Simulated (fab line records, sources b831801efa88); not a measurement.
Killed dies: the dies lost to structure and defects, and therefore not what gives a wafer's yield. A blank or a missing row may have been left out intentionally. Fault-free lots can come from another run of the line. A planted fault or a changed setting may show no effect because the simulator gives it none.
Which tool did it? / flow sky130 / 10 lots, 30 wafers sampled, at 1 step of a route of 708

## WHAT THE GAUGES SHOWED, per wafer
SKY_METAL4_OVL_MEAS_14.
lot=L212; measured=day 41 21:51; on=overlay-02; METAL4_OVL (nm)=13 6 -1
lot=L213; measured=day 42 18:24; on=overlay-02; METAL4_OVL (nm)=3 -1 4
lot=L219; measured=day 44 10:56; on=overlay-02; METAL4_OVL (nm)=4 2 -3
lot=L220; measured=day 44 12:53; on=overlay-01; METAL4_OVL (nm)=2 9 4
lot=L221; measured=day 45 00:44; on=overlay-01; METAL4_OVL (nm)=-4 0 -7
lot=L229; measured=day 47 15:40; on=overlay-02; METAL4_OVL (nm)=3 4 4
lot=L230; measured=day 47 19:16; on=overlay-02; METAL4_OVL (nm)=3 -4 2
lot=L231; measured=day 48 02:13; on=overlay-01; METAL4_OVL (nm)=-2 -6 -3
lot=L232; measured=day 48 03:27; on=overlay-02; METAL4_OVL (nm)=-3 -7 -11
lot=L235; measured=day 48 10:50; on=overlay-02; METAL4_OVL (nm)=1 -2 -1

## WHICH TOOL RAN EACH LOT (tool, then ch and the chambers of the sampled wafers, then the start)
Record: no process step prior to these readings.

## THE ANSWER, worked out from the rows above alone
Rule: what is usual is taken from the lots themselves. The widest of any qualifying gaps counts: lots, ordered by their means at a reading, are off when they make up no more than a third of the lots, leave a main group of 4 or more, and stand apart from it by 3 or more times the standard deviation of that group's means. A main group whose means are all the same, to the digits that the tables above print for the reading, isn't used. Also off: a lot with no number at a reading for which 4 or more lots have one. All remaining lots with rows at the step are treated as sound.
No lot is off at any reading shown: from this, nothing can be told.

## WHAT THE SIMULATOR HAD INSERTED
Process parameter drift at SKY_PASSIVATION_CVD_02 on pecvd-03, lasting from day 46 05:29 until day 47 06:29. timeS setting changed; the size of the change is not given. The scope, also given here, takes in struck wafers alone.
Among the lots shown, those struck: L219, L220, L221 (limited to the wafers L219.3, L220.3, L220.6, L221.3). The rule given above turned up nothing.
